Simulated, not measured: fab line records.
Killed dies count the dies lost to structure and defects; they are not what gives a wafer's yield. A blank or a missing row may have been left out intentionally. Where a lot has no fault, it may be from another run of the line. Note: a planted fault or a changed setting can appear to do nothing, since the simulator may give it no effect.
A struck lot beside a sound one + flow sfq_line + 42 steps out of a route of 325
Sound: wafers L982.1, L982.4, L982.5. Struck: wafer L989.5. (L989.3, L989.4 of the same lot were not struck and are left out.) The cause comes at the end.
Per side, at each step with rows, come the tool, then ch with its chambers, and then its first start. Under that, the readings that differ: sound wafers + struck wafers + difference of the means + sigmas: that difference in standard deviations of wafers without a fault.
alike: same words and numbers on both sides, and readings whose means sit less than 2 such deviations apart. not compared: any withheld reading, any reading some wafer has no value for, any bound like >300 that may hide the same value, and any number with overlapping values for which the record gives no deviation.
A row with sigmas, a row that says differs or no value, or rows on one side alone: a step with any of these is where the two part. Numbers that don't overlap but have no deviation are shown without sigmas and don't part them. Lack of a reading on every wafer of one side parts them only where that side has two or more wafers.

first, 6 steps without rows for these wafers: SFQ_TRILAYER_I0_VIA_LITHO_COAT_036 (resist thk 62 nm); SFQ_TRILAYER_I0_VIA_LITHO_COAT_031 (resist thk 650 nm); SFQ_TRILAYER_I0_VIA_LITHO_SOFTBAKE_035; SFQ_TRILAYER_I0_VIA_LITHO_EXPOSE_032 (exposes mask I0, target cd 500 nm); SFQ_TRILAYER_I0_VIA_LITHO_PEB_034 (peb time 60 s); SFQ_TRILAYER_I0_VIA_LITHO_DEVELOP_033 (time 60 s).
SFQ_I0_OVL_MEAS_908:
  sound on overlay-01, day 22 07:58; struck on overlay-02, day 25 03:55
  alike: I0_OVL
then, 1 step without rows for these wafers: SFQ_TRILAYER_I0_VIA_BARC_OPEN_VIA_ETCH_046 (etches BARC in O2, target depth 125 nm, time 41.7 s).
SFQ_TRILAYER_I0_VIA_ETCH_VIA_ETCH_034: etches SiO2 in CHF3, stops on Nb, target depth 260 nm.
  sound on rie_diel-04 ch 0,1,2, day 22 08:02; struck on rie_diel-04 ch 2, day 25 03:59
  alike: drypump_motor_current_A, oes_product_au, rf_fwd_power_W
then, 3 steps without rows for these wafers: SFQ_TRILAYER_I0_VIA_STRIP_STRIP_035 (strips in O2); SFQ_TRILAYER_I0_VIA_STRIP_SOLV_CLEAN_036 (cleans in NMP, time 600 s); SFQ_TRILAYER_M1_DEP_PRE_CLEAN_038 (time 22.5 s).
SFQ_TRILAYER_M1_DEP_SPUTTER_037: material Nb, target thk 200 nm, time 133.3 s.
  sound on pvd_sputter-03, day 22 08:58; struck on pvd_sputter-03, day 25 04:54
| reading                                             | sound             | struck | difference | sigmas |
|-----------------------------------------------------|-------------------|--------|------------|--------|
| model.Nb_of_TRILAYER_M1_DEP_SPUTTER_037.thk_nm (nm) | 197.4 198.3 198.8 | 148.5  | -49.7      |        |
  alike: cathode_dc_power_W, throttle_valve_pct
SFQ_M1_RS_MEAS_909: measurement is done with a four-point probe.
  sound on film_metro-03, day 22 09:03; struck on film_metro-03, day 25 05:02
| reading           | sound             | struck | difference | sigmas |
|-------------------|-------------------|--------|------------|--------|
| M1_NB_RS (ohm/sq) | 0.902 0.899 0.895 | 1.201  | +0.302     | +30    |
then, 6 steps without rows for these wafers: SFQ_TRILAYER_M1_LITHO_COAT_044 (resist thk 62 nm); SFQ_TRILAYER_M1_LITHO_COAT_039 (resist thk 600 nm); SFQ_TRILAYER_M1_LITHO_SOFTBAKE_043; SFQ_TRILAYER_M1_LITHO_EXPOSE_040 (exposes mask M1, target cd 500 nm); SFQ_TRILAYER_M1_LITHO_PEB_042 (peb time 60 s); SFQ_TRILAYER_M1_LITHO_DEVELOP_041 (time 60 s).
-- the record jumps here: 7 days lie between the struck wafers' starts before and after --
SFQ_M1_OVL_MEAS_911:
  sound on overlay-02, day 29 01:38; struck on overlay-01, day 31 20:05
  alike: M1_OVL
then, 1 step without rows for these wafers: SFQ_TRILAYER_M1_BARC_OPEN_METAL_ETCH_054 (etches BARC in O2, target depth 125 nm, time 41.7 s).
SFQ_TRILAYER_M1_ETCH_METAL_ETCH_042: etches Nb in Cl2/Ar, stops on SiO2, target depth 240 nm, time 120 s.
  sound on rie_metal-02 ch 0,1, day 29 01:44; struck on rie_metal-01 ch 1, day 31 20:12
| reading               | sound             | struck | difference | sigmas |
|-----------------------|-------------------|--------|------------|--------|
| oes_product_au (a.u.) | 0.884 0.879 0.900 | 0.764  | -0.124     | -17    |
  alike: drypump_motor_current_A, he_backside_leak_sccm, rf_fwd_power_W
  not compared: rf_hours_counter_h
SFQ_TRILAYER_M1_STRIP_STRIP_043: strips in O2.
  sound on rie_metal-02 ch 0,1, day 29 01:52; struck on rie_metal-01 ch 1, day 31 20:29
  alike: drypump_motor_current_A, he_backside_leak_sccm, oes_product_au
  not compared: rf_hours_counter_h
then, 3 steps without rows for these wafers: SFQ_TRILAYER_M1_STRIP_SOLV_CLEAN_044 (cleans in NMP, time 600 s); SFQ_TRILAYER_I1_DEP_PECVD_045 (deposits SiO2 from SiH4/N2O, time 111.11 s, target thk 500 nm); SFQ_TRILAYER_I1_CMP_CMP_046 (polishes SiO2).
SFQ_I1_BOW_MEAS_912:
  sound on film_metro-02, day 29 05:43; struck on film_metro-01, day 32 00:11
  alike: I1_BOW
then, 7 steps without rows for these wafers: SFQ_TRILAYER_I1_METRO_MEASURE_047; SFQ_TRILAYER_I1_VIA_LITHO_COAT_054 (resist thk 62 nm); SFQ_TRILAYER_I1_VIA_LITHO_COAT_049 (resist thk 650 nm); SFQ_TRILAYER_I1_VIA_LITHO_SOFTBAKE_053; SFQ_TRILAYER_I1_VIA_LITHO_EXPOSE_050 (exposes mask I1, target cd 500 nm); SFQ_TRILAYER_I1_VIA_LITHO_PEB_052 (peb time 60 s); SFQ_TRILAYER_I1_VIA_LITHO_DEVELOP_051 (time 60 s).
SFQ_I1_OVL_MEAS_913:
  sound on overlay-01, day 30 07:26; struck on overlay-01, day 32 04:50
  alike: I1_OVL
SFQ_TRILAYER_I1_VIA_BARC_OPEN_VIA_ETCH_071: etches BARC in O2, target depth 125 nm, time 41.7 s.
  sound on rie_diel-04 ch 0,2, day 30 07:28; struck on rie_diel-02 ch 2, day 32 04:52
  alike: drypump_motor_current_A, oes_product_au, rf_fwd_power_W
  not compared: rf_hours_counter_h
SFQ_TRILAYER_I1_VIA_ETCH_VIA_ETCH_052: etches SiO2 in CHF3, stops on Nb, target depth 260 nm.
  sound on rie_diel-04 ch 0,2, day 30 07:31; struck on rie_diel-02 ch 2, day 32 04:54
  alike: drypump_motor_current_A, oes_product_au, rf_fwd_power_W
SFQ_TRILAYER_I1_VIA_STRIP_STRIP_053: strips in O2.
  sound on rie_metal-02 ch 0,1, day 30 07:37; struck on rie_metal-02 ch 0, day 32 05:13
  alike: drypump_motor_current_A, he_backside_leak_sccm, oes_product_au
  not compared: rf_hours_counter_h
then, 2 steps without rows for these wafers: SFQ_TRILAYER_I1_VIA_STRIP_SOLV_CLEAN_054 (cleans in NMP, time 600 s); SFQ_TRILAYER_M2_DEP_PRE_CLEAN_056 (time 22.5 s).
-- the record jumps here: 59 days lie between the struck wafers' starts before and after --
SFQ_M8_BOW_MEAS_951:
  sound on film_metro-04, day 83 04:15; struck on film_metro-04, day 91 15:32
| reading                 | sound                | struck | difference | sigmas |
|-------------------------|----------------------|--------|------------|--------|
| model.etest.m1.ohm_um   | 1.809 1.802 1.785    | 2.389  | +0.590     |        |
| model.etest.i0.link_ohm | 1.986 1.985 1.976    | 2.317  | +0.335     |        |
| model.etest.m1.ohm_sq   | 0.9017 0.8976 0.8951 | 1.198  | +0.300     |        |
| model.etest.i1.link_ohm | 1.976 1.973 1.97     | 2.239  | +0.266     |        |
  alike: M8_BOW

## WHERE THEY PART
Earliest at SFQ_M1_RS_MEAS_909; latest, in this record, at SFQ_TRILAYER_M1_ETCH_METAL_ETCH_042. Later steps at which nothing parts them and some readings are alike: SFQ_TRILAYER_M1_STRIP_STRIP_043, SFQ_I1_BOW_MEAS_912, SFQ_I1_OVL_MEAS_913, SFQ_TRILAYER_I1_VIA_BARC_OPEN_VIA_ETCH_071, SFQ_TRILAYER_I1_VIA_ETCH_VIA_ETCH_052, SFQ_TRILAYER_I1_VIA_STRIP_STRIP_053, SFQ_M8_BOW_MEAS_951.

WHY: whatever the simulator had introduced
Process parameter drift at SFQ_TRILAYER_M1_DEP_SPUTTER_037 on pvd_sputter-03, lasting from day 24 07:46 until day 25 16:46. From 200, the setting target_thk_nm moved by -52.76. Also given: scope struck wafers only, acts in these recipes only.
